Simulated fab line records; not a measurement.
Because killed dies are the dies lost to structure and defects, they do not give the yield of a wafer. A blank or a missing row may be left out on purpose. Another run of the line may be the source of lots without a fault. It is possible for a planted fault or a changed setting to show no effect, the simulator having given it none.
fab line records	flow gf180mcu
record lots=24	wafers=72	last-day=34
route steps=602 shown VT_IMPLANT@100 NSD@243 CONTACT@301 MIM@509 TOP_METAL@584
lots with no fault: from the same line, run without faults
start-h: the number of hours between the record's first day and the start of the first shown wafer of the lot	wait-h: how many hours have passed since the lot's step before this one	" as in the row above	L1.1+2: several wafers, shown together as one row	- either no value or no given start	* or withheld: withheld	< > ~ a bound
route shown NAME@n: NAME is a module with steps in the file, n the number in the route of the first one	usual: average and standard deviation across the fault-free wafers	same: alike in all rows	chamber/n: place in a boat	sites: readings site by site	_std_site: the values' standard deviation	_edge_site: outer sites' mean less inner sites'	radius-mm: how far each site lies from the wafer's centre	mask NAME#n: copy n	behind: the last tool/chamber to shape the wafer	hold: the reason the lot was held/the length of the hold in hours/how it ended	device: names the non-switching transistor (n, p or np)	end of line: the tests these same wafers got at the end of their route	a step given without rows: its recipe and nothing more	killed: count of dies lost to structure and defects at first sort (not the wafer's yield)	map: shows each die of a wafer: x if killed, . if not, _ if none is there
set.NAME: the run value of the setting; set.NAME@STEP: its run value at that earlier step	model.NAME: the simulator's own value behind a step, which no gauge read
steps of the route over a sample of lots; a table a step, a row a wafer
services: the hour from which a tool's chamber was out of use, counted from the record's first day as start-h (under 0 if before that day), plus the number of hours and why
## steps
# step GF_VT_IMPLANT_TW_MEAS_10
# usual VT_IMPLANT_TW=562/6.2
lot.wafer	tool	chamber	start-h	wait-h	VT_IMPLANT_TW
L074.2	film-metro-03	-	109.15	0.1	561
L074.4	"	-	"	"	559
L074.6	"	-	"	"	562
L075.1	film-metro-01	-	115.78	0.1	557
L075.3	"	-	"	"	551
L075.6	"	-	"	"	557
L076.3	film-metro-03	-	124.34	0.1	564
L076.5	"	-	"	"	564
L076.6	"	-	"	"	563
L077.1	film-metro-01	-	133.08	0.1	552
L077.2	"	-	"	"	551
L077.4	"	-	"	"	553
L078.2	film-metro-03	-	140.67	0.1	561
L078.5	"	-	"	"	563
L078.6	"	-	"	"	567
L079.3	film-metro-03	-	144.06	0.1	559
L079.4	"	-	"	"	558
L079.5	"	-	"	"	560
L080.2	film-metro-03	-	149.68	0.1	563
L080.4	"	-	"	"	559
L080.6	"	-	"	"	559
L081.1	film-metro-04	-	160.18	0.1	569
L081.2	"	-	"	"	569
L081.5	"	-	"	"	563
L082.2	film-metro-04	-	160.60	0.1	565
L082.3	"	-	"	"	567
L082.4	"	-	"	"	567
L083.1	film-metro-04	-	167.62	0.1	563
L083.4	"	-	"	"	567
L083.5	"	-	"	"	567
L084.1	film-metro-03	-	170.97	0.1	563
L084.4	"	-	"	"	562
L084.5	"	-	"	"	566
L085.1	film-metro-04	-	181.53	0.1	569
L085.2	"	-	"	"	568
L085.4	"	-	"	"	568
L086.1	film-metro-03	-	188.52	0.1	563
L086.4	"	-	"	"	564
L086.5	"	-	"	"	565
L087.3	film-metro-04	-	190.65	0.1	570
L087.4	"	-	"	"	569
L087.5	"	-	"	"	572
L088.1	film-metro-03	-	195.52	0.1	563
L088.3	"	-	"	"	562
L088.6	"	-	"	"	562
L089.1	film-metro-03	-	202.54	0.1	564
L089.3	"	-	"	"	563
L089.5	"	-	"	"	564
L090.3	film-metro-03	-	210.09	0.1	563
L090.5	"	-	"	"	563
L090.6	"	-	"	"	564
L091.1	film-metro-01	-	216.27	0.1	551
L091.2	"	-	"	"	552
L091.6	"	-	"	"	554
L092.1	film-metro-04	-	223.93	0.1	569
L092.2	"	-	"	"	569
L092.6	"	-	"	"	569
L093.1	film-metro-01	-	228.09	0.1	548
L093.3	"	-	"	"	552
L093.5	"	-	"	"	552
L094.1	film-metro-03	-	236.78	0.1	561
L094.4	"	-	"	"	562
L094.6	"	-	"	"	562
L095.1	film-metro-04	-	240.94	0.1	570
L095.4	"	-	"	"	575
L095.6	"	-	"	"	571
L096.1	film-metro-04	-	246.13	0.1	571
L096.4	"	-	"	"	576
L096.5	"	-	"	"	571
L097.2	film-metro-01	-	252.19	0.1	559
L097.3	"	-	"	"	560
L097.4	"	-	"	"	555
# step GF_NSD_OVL_MEAS_08
# usual NSD_OVL=-0.2/1.3
lot.wafer	tool	chamber	start-h	wait-h	NSD_OVL[nm]
L074.2	overlay-02	-	290.52	0.1	-0.3
L074.4	"	-	"	"	-1.7
L074.6	"	-	"	"	-1.2
L075.1	overlay-02	-	299.31	0.1	1.1
L075.3	"	-	"	"	-0.1
L075.6	"	-	"	"	0.1
L076.3	overlay-01	-	314.51	0.1	-1.2
L076.5	"	-	"	"	-0.5
L076.6	"	-	"	"	-2.1
L077.1	overlay-02	-	326.45	0.1	-0.3
L077.2	"	-	"	"	-0.7
L077.4	"	-	"	"	0.0
L078.2	overlay-02	-	330.46	0.1	-2.0
L078.5	"	-	"	"	-0.1
L078.6	"	-	"	"	-0.3
L079.3	overlay-02	-	342.02	0.1	-0.5
L079.4	"	-	"	"	-1.8
L079.5	"	-	"	"	1.0
L080.2	overlay-01	-	348.76	0.1	-0.7
L080.4	"	-	"	"	3.3
L080.6	"	-	"	"	1.2
L081.1	overlay-02	-	362.87	0.1	1.3
L081.2	"	-	"	"	1.7
L081.5	"	-	"	"	0.9
L082.2	overlay-02	-	363.17	0.1	-1.3
L082.3	"	-	"	"	-1.4
L082.4	"	-	"	"	-0.1
L083.1	overlay-01	-	368.10	0.1	-0.7
L083.4	"	-	"	"	1.0
L083.5	"	-	"	"	-0.9
L084.1	overlay-02	-	375.47	0.1	-0.2
L084.4	"	-	"	"	0.3
L084.5	"	-	"	"	-0.6
L085.1	overlay-02	-	385.86	0.1	-0.1
L085.2	"	-	"	"	-1.2
L085.4	"	-	"	"	0.2
L086.1	overlay-02	-	396.16	0.1	-2.1
L086.4	"	-	"	"	-0.7
L086.5	"	-	"	"	-2.1
L087.3	overlay-02	-	404.61	0.1	1.9
L087.4	"	-	"	"	0.5
L087.5	"	-	"	"	2.2
L088.1	overlay-01	-	410.47	0.1	-0.1
L088.3	"	-	"	"	-1.7
L088.6	"	-	"	"	0.1
L089.1	overlay-01	-	420.62	0.1	-0.9
L089.3	"	-	"	"	-1.7
L089.5	"	-	"	"	0.4
L090.3	overlay-01	-	431.41	0.1	-1.0
L090.5	"	-	"	"	-1.1
L090.6	"	-	"	"	-0.4
L091.1	overlay-01	-	436.85	0.1	-2.8
L091.2	"	-	"	"	-1.1
L091.6	"	-	"	"	0.0
L092.1	overlay-01	-	449.37	0.1	1.1
L092.2	"	-	"	"	0.0
L092.6	"	-	"	"	1.1
L093.1	overlay-01	-	452.55	0.1	-2.8
L093.3	"	-	"	"	-0.8
L093.5	"	-	"	"	-0.8
L094.1	overlay-01	-	466.87	0.1	-0.3
L094.4	"	-	"	"	-1.1
L094.6	"	-	"	"	1.0
L095.1	overlay-01	-	473.40	0.1	-1.4
L095.4	"	-	"	"	-2.4
L095.6	"	-	"	"	-1.0
L096.1	overlay-01	-	478.30	0.1	0.8
L096.4	"	-	"	"	2.7
L096.5	"	-	"	"	2.2
L097.2	overlay-01	-	481.27	0.1	0.2
L097.3	"	-	"	"	2.5
L097.4	"	-	"	"	0.3
# step GF_PSD_RS_MEAS_14
# recipe thk-meas-gauge=four-point-probe
# usual NSD_RS=46.13/0.084
lot.wafer	tool	chamber	start-h	wait-h	NSD_RS[ohm/sq]
L074.2	film-metro-04	-	311.50	0.1	46.13
L074.4	"	-	"	"	46.09
L074.6	"	-	"	"	46.21
L075.1	film-metro-04	-	321.07	0.1	45.95
L075.3	"	-	"	"	45.86
L075.6	"	-	"	"	45.98
L076.3	film-metro-01	-	336.66	0.1	46.34
L076.5	"	-	"	"	46.25
L076.6	"	-	"	"	46.24
L077.1	film-metro-04	-	348.02	0.1	46.01
L077.2	"	-	"	"	46.13
L077.4	"	-	"	"	46.13
L078.2	film-metro-03	-	353.32	0.1	46.19
L078.5	"	-	"	"	46.10
L078.6	"	-	"	"	46.15
L079.3	film-metro-03	-	364.34	0.1	46.18
L079.4	"	-	"	"	46.29
L079.5	"	-	"	"	46.25
L080.2	film-metro-01	-	371.78	0.1	46.15
L080.4	"	-	"	"	46.18
L080.6	"	-	"	"	46.01
L081.1	film-metro-01	-	386.12	0.1	46.14
L081.2	"	-	"	"	46.27
L081.5	"	-	"	"	46.20
L082.2	film-metro-03	-	386.40	0.1	46.19
L082.3	"	-	"	"	46.08
L082.4	"	-	"	"	46.15
L083.1	film-metro-03	-	391.88	0.1	46.07
L083.4	"	-	"	"	45.92
L083.5	"	-	"	"	46.12
L084.1	film-metro-04	-	399.77	0.1	46.10
L084.4	"	-	"	"	46.12
L084.5	"	-	"	"	46.09
L085.1	film-metro-04	-	409.95	0.1	46.04
L085.2	"	-	"	"	46.08
L085.4	"	-	"	"	46.14
L086.1	film-metro-04	-	420.50	0.1	46.06
L086.4	"	-	"	"	46.10
L086.5	"	-	"	"	46.03
L087.3	film-metro-03	-	429.32	0.1	46.06
L087.4	"	-	"	"	46.11
L087.5	"	-	"	"	46.05
L088.1	film-metro-03	-	435.43	0.1	46.14
L088.3	"	-	"	"	46.10
L088.6	"	-	"	"	46.07
L089.1	film-metro-03	-	445.73	0.1	46.11
L089.3	"	-	"	"	46.09
L089.5	"	-	"	"	46.29
L090.3	film-metro-03	-	457.01	0.1	46.00
L090.5	"	-	"	"	46.02
L090.6	"	-	"	"	46.02
L091.1	film-metro-01	-	462.34	0.1	46.14
L091.2	"	-	"	"	46.15
L091.6	"	-	"	"	46.05
L092.1	film-metro-01	-	474.41	0.1	46.14
L092.2	"	-	"	"	46.27
L092.6	"	-	"	"	46.19
L093.1	film-metro-04	-	478.01	0.1	45.88
L093.3	"	-	"	"	46.07
L093.5	"	-	"	"	46.09
L094.1	film-metro-01	-	492.04	0.1	46.20
L094.4	"	-	"	"	46.13
L094.6	"	-	"	"	46.09
L095.1	film-metro-01	-	498.28	0.1	46.25
L095.4	"	-	"	"	46.25
L095.6	"	-	"	"	46.19
L096.1	film-metro-04	-	502.69	0.1	46.13
L096.4	"	-	"	"	46.11
L096.5	"	-	"	"	46.25
L097.2	film-metro-04	-	505.48	0.1	46.19
L097.3	"	-	"	"	46.08
L097.4	"	-	"	"	46.10
# step GF_CONTACT_CD_MEAS_14
# recipe target-cd-nm=220
# usual cd-nm=220.3/1.7
lot.wafer	tool	chamber	start-h	wait-h	cd-nm
L074.2	cd-sem-01	-	354.27	0.1	222.1
L074.4	"	-	"	"	223.6
L074.6	"	-	"	"	223.3
L075.1	cd-sem-01	-	364.64	0.1	220.3
L075.3	"	-	"	"	219.4
L075.6	"	-	"	"	221.4
L076.3	cd-sem-01	-	382.64	0.1	218.6
L076.5	"	-	"	"	218.0
L076.6	"	-	"	"	217.8
L077.1	cd-sem-02	-	394.44	0.1	220.9
L077.2	"	-	"	"	219.6
L077.4	"	-	"	"	222.6
L078.2	cd-sem-02	-	400.11	0.1	219.3
L078.5	"	-	"	"	220.1
L078.6	"	-	"	"	218.8
L079.3	cd-sem-01	-	411.83	0.1	219.2
L079.4	"	-	"	"	220.5
L079.5	"	-	"	"	220.3
L080.2	cd-sem-02	-	420.11	0.1	220.5
L080.4	"	-	"	"	224.0
L080.6	"	-	"	"	222.1
L081.1	cd-sem-02	-	434.83	0.2	221.7
L081.2	"	-	"	"	221.0
L081.5	"	-	"	"	219.3
L082.2	cd-sem-01	-	435.11	0.1	220.5
L082.3	"	-	"	"	219.4
L082.4	"	-	"	"	222.7
L083.1	cd-sem-02	-	440.44	0.1	221.9
L083.4	"	-	"	"	220.9
L083.5	"	-	"	"	221.6
L084.1	cd-sem-01	-	450.40	0.2	221.3
L084.4	"	-	"	"	223.3
L084.5	"	-	"	"	221.5
L085.1	cd-sem-01	-	459.55	0.1	219.2
L085.2	"	-	"	"	218.6
L085.4	"	-	"	"	218.9
L086.1	cd-sem-01	-	471.80	0.2	218.5
L086.4	"	-	"	"	218.6
L086.5	"	-	"	"	219.9
L087.3	cd-sem-01	-	480.00	0.1	220.2
L087.4	"	-	"	"	221.0
L087.5	"	-	"	"	220.8
L088.1	cd-sem-01	-	485.66	0.1	217.3
L088.3	"	-	"	"	215.9
L088.6	"	-	"	"	216.2
L089.1	cd-sem-01	-	495.25	0.1	219.1
L089.3	"	-	"	"	220.7
L089.5	"	-	"	"	219.3
L090.3	cd-sem-01	-	506.53	0.1	221.1
L090.5	"	-	"	"	220.0
L090.6	"	-	"	"	220.1
L091.1	cd-sem-01	-	512.86	0.1	219.6
L091.2	"	-	"	"	220.0
L091.6	"	-	"	"	220.5
L092.1	cd-sem-02	-	523.76	0.1	220.8
L092.2	"	-	"	"	219.7
L092.6	"	-	"	"	218.7
L093.1	cd-sem-01	-	526.16	0.1	218.6
L093.3	"	-	"	"	216.4
L093.5	"	-	"	"	219.5
L094.1	cd-sem-02	-	539.91	0.1	224.0
L094.4	"	-	"	"	222.2
L094.6	"	-	"	"	223.6
L095.1	cd-sem-01	-	546.69	0.1	220.0
L095.4	"	-	"	"	221.1
L095.6	"	-	"	"	221.4
L096.1	cd-sem-02	-	550.19	0.1	220.7
L096.4	"	-	"	"	221.4
L096.5	"	-	"	"	220.7
L097.2	cd-sem-01	-	553.36	0.1	219.9
L097.3	"	-	"	"	218.1
L097.4	"	-	"	"	218.8
# step GF_MIM_THK_MEAS_06
# recipe reads=Si3N4_of_MIM_CVD_05
# usual MIM_CVD_05_THK=42.1/0.6
lot.wafer	tool	chamber	start-h	wait-h	MIM_CVD_05_THK[nm]
L074.2	film-metro-04	-	555.96	0.0	40.9
L074.4	"	-	"	"	41.9
L074.6	"	-	"	"	42.4
L075.1	film-metro-04	-	566.29	0.0	41.8
L075.3	"	-	"	"	41.9
L075.6	"	-	"	"	42.1
L076.3	film-metro-04	-	582.54	0.0	41.8
L076.5	"	-	"	"	41.6
L076.6	"	-	"	"	42.0
L077.1	film-metro-03	-	594.11	0.0	42.1
L077.2	"	-	"	"	41.9
L077.4	"	-	"	"	43.2
L078.2	film-metro-01	-	601.38	0.0	41.9
L078.5	"	-	"	"	42.8
L078.6	"	-	"	"	42.9
L079.3	film-metro-01	-	609.15	0.0	41.5
L079.4	"	-	"	"	42.0
L079.5	"	-	"	"	41.6
L080.2	film-metro-03	-	617.59	0.0	41.7
L080.4	"	-	"	"	43.3
L080.6	"	-	"	"	42.8
L081.1	film-metro-04	-	629.20	0.0	41.6
L081.2	"	-	"	"	42.3
L081.5	"	-	"	"	42.9
L082.2	film-metro-04	-	631.17	0.0	41.4
L082.3	"	-	"	"	41.5
L082.4	"	-	"	"	42.3
L083.1	film-metro-01	-	634.34	0.0	42.4
L083.4	"	-	"	"	42.9
L083.5	"	-	"	"	42.3
L084.1	film-metro-04	-	641.23	0.0	42.2
L084.4	"	-	"	"	43.2
L084.5	"	-	"	"	42.5
L085.1	film-metro-01	-	648.77	0.0	41.4
L085.2	"	-	"	"	41.1
L085.4	"	-	"	"	41.8
L086.1	film-metro-04	-	660.29	0.0	41.2
L086.4	"	-	"	"	42.9
L086.5	"	-	"	"	41.9
L087.3	film-metro-04	-	667.62	0.0	41.8
L087.4	"	-	"	"	42.6
L087.5	"	-	"	"	42.3
L088.1	film-metro-04	-	669.69	0.0	42.1
L088.3	"	-	"	"	42.3
L088.6	"	-	"	"	42.6
L089.1	film-metro-03	-	678.78	0.0	41.8
L089.3	"	-	"	"	41.9
L089.5	"	-	"	"	42.6
L090.3	film-metro-04	-	689.63	0.0	42.5
L090.5	"	-	"	"	43.1
L090.6	"	-	"	"	42.8
L091.1	film-metro-04	-	693.89	0.0	41.8
L091.2	"	-	"	"	41.1
L091.6	"	-	"	"	42.1
L092.1	film-metro-04	-	702.11	0.0	41.3
L092.2	"	-	"	"	41.7
L092.6	"	-	"	"	42.9
L093.1	film-metro-04	-	706.18	0.0	41.8
L093.3	"	-	"	"	41.6
L093.5	"	-	"	"	42.4
L094.1	film-metro-04	-	714.13	0.0	42.0
L094.4	"	-	"	"	43.2
L094.6	"	-	"	"	43.0
L095.1	film-metro-01	-	720.40	0.0	41.5
L095.4	"	-	"	"	42.1
L095.6	"	-	"	"	41.8
L096.1	film-metro-01	-	724.00	0.0	41.9
L096.4	"	-	"	"	42.8
L096.5	"	-	"	"	42.7
L097.2	film-metro-03	-	726.42	0.0	42.0
L097.3	"	-	"	"	41.6
L097.4	"	-	"	"	42.7
# step GF_TOP_METAL_STRIP_17
# recipe chemistry=O2/N2	power-w=1400	pressure-mtorr=1500	platen-temp-c=250	o2-flow-sccm=3000	n2-flow-sccm=300	overash-fraction=0.5
# usual drypump-motor-current-A=5.6/0.37	heater-power-w=323/21	oes-product-au=0.711/0.0046	strip-time-to-endpoint-s=13.48/0.11
lot.wafer	tool	chamber	start-h	wait-h	drypump-motor-current-A	heater-power-w	oes-product-au	rf-hours-counter-h	strip-time-to-endpoint-s
L074.2	plasma-asher-04	1	644.45	0.2	5.3	311	0.708	104	13.67
L074.4	"	0	"	"	5.2	304	0.707	-	13.68
L074.6	"	1	"	"	5.2	299	0.712	-	13.67
L075.1	plasma-asher-01	0	652.34	0.1	5.5	351	0.709	90	13.52
L075.3	"	0	"	"	5.6	346	0.703	-	13.52
L075.6	"	1	"	"	6.1	312	0.711	-	13.39
L076.3	plasma-asher-04	0	667.83	0.2	5.2	309	0.712	-	13.48
L076.5	"	1	"	"	5.2	298	0.711	-	13.54
L076.6	"	0	"	"	5.2	306	0.713	-	13.51
L077.1	plasma-asher-01	1	676.57	0.1	6.1	313	0.717	93	13.42
L077.2	"	0	"	"	5.6	350	0.707	93	13.53
L077.4	"	1	"	"	6.1	311	0.710	-	13.47
L078.2	plasma-asher-01	0	685.72	0.1	5.5	352	0.705	94	13.32
L078.5	"	1	"	"	6.1	304	0.718	-	13.56
L078.6	"	0	"	"	5.5	355	0.710	-	13.45
L079.3	plasma-asher-04	0	691.83	0.2	5.2	309	0.717	-	13.49
L079.4	"	1	"	"	5.3	310	0.708	-	13.60
L079.5	"	1	"	"	5.2	304	0.710	-	13.61
L080.2	plasma-asher-01	0	697.48	0.1	5.6	357	0.714	95	13.63
L080.4	"	0	"	"	5.5	356	0.720	-	13.27
L080.6	"	1	"	"	6.1	312	0.711	-	13.35
L081.1	plasma-asher-01	1	709.61	0.1	6.1	309	0.714	97	13.59
L081.2	"	0	"	"	5.6	350	0.710	97	13.42
L081.5	"	0	"	"	5.6	346	0.707	-	13.59
L082.2	plasma-asher-04	0	711.56	0.1	5.2	309	0.709	112	13.38
L082.3	"	1	"	"	5.2	301	0.702	-	13.42
L082.4	"	0	"	"	5.2	301	0.714	-	13.61
L083.1	plasma-asher-04	1	715.12	0.1	5.2	305	0.711	113	13.40
L083.4	"	0	"	"	5.2	311	0.717	-	13.57
L083.5	"	0	"	"	5.2	316	0.714	-	13.62
L084.1	plasma-asher-03	1	720.86	0.1	5.5	353	0.708	26	13.32
L084.4	"	1	"	"	5.5	361	0.714	-	13.49
L084.5	"	1	"	"	5.5	362	0.714	-	13.45
L085.1	plasma-asher-01	0	734.62	0.3	5.6	340	0.710	100	13.26
L085.2	"	1	"	"	6.1	308	0.712	100	13.22
L085.4	"	0	"	"	5.6	360	0.706	-	13.31
L086.1	plasma-asher-01	0	737.81	0.1	5.5	353	0.712	100	13.54
L086.4	"	0	"	"	5.6	358	0.717	-	13.70
L086.5	"	0	"	"	5.6	359	0.707	-	13.63
L087.3	plasma-asher-04	1	744.82	0.1	5.2	298	0.711	-	13.51
L087.4	"	0	"	"	5.2	316	0.704	-	13.50
L087.5	"	1	"	"	5.2	311	0.714	-	13.59
L088.1	plasma-asher-04	0	746.64	0.1	5.2	316	0.720	0	13.45
L088.3	"	0	"	"	5.2	316	0.717	-	13.49
L088.6	"	0	"	"	5.2	302	0.708	-	13.47
L089.1	plasma-asher-04	0	753.82	0.1	5.2	315	0.705	1	13.41
L089.3	"	0	"	"	5.2	314	0.712	-	13.51
L089.5	"	1	"	"	5.2	302	0.705	-	13.53
L090.3	plasma-asher-03	1	763.56	0.1	5.5	364	0.714	-	13.59
L090.5	"	1	"	"	5.5	355	0.709	-	13.64
L090.6	"	0	"	"	6.1	326	0.706	-	13.51
L091.1	plasma-asher-03	1	766.54	0.1	5.5	365	0.708	32	13.40
L091.2	"	0	"	"	6.1	328	0.708	32	13.53
L091.6	"	0	"	"	6.1	325	0.711	-	13.55
L092.1	plasma-asher-04	0	774.26	0.1	5.2	313	0.711	5	13.45
L092.2	"	1	"	"	5.3	305	0.705	5	13.32
L092.6	"	0	"	"	5.2	314	0.715	-	13.34
L093.1	plasma-asher-03	0	776.97	0.1	6.1	326	0.702	34	13.40
L093.3	"	0	"	"	6.1	323	0.708	-	13.37
L093.5	"	1	"	"	5.5	349	0.710	-	13.45
L094.1	plasma-asher-03	1	783.87	0.1	5.5	361	0.712	35	13.64
L094.4	"	0	"	"	6.1	334	0.708	-	13.35
L094.6	"	1	"	"	5.5	353	0.706	-	13.50
L095.1	plasma-asher-03	0	787.96	0.1	6.1	330	0.708	35	13.48
L095.4	"	1	"	"	5.5	351	0.715	-	13.32
L095.6	"	0	"	"	6.1	317	0.710	-	13.48
L096.1	plasma-asher-01	0	792.47	0.1	5.6	352	0.710	106	13.34
L096.4	"	0	"	"	5.5	348	0.699	-	13.42
L096.5	"	0	"	"	5.6	350	0.711	-	13.47
L097.2	plasma-asher-04	0	796.14	0.1	5.2	316	0.717	8	13.48
L097.3	"	1	"	"	5.3	310	0.705	-	13.51
L097.4	"	0	"	"	5.2	317	0.701	-	13.34
## services
tool	chamber	start-h	hours	kind
plasma-asher-03	-	664.03	16.8	repair
plasma-asher-03	-	702.62	2.3	repair
plasma-asher-03	-	704.84	2.7	repair
plasma-asher-03	-	708.98	5.6	repair
plasma-asher-03	-	722.76	1.3	repair
plasma-asher-04	-	733.75	9.0	pm
plasma-asher-04	0	733.75	9.0	vent-cycle
plasma-asher-04	1	733.75	9.0	vent-cycle
plasma-asher-04	0	742.75	-	clean
plasma-asher-04	1	742.75	-	clean
plasma-asher-01	-	755.40	14.1	pm
plasma-asher-03	-	755.60	1.3	repair
## key
fault none
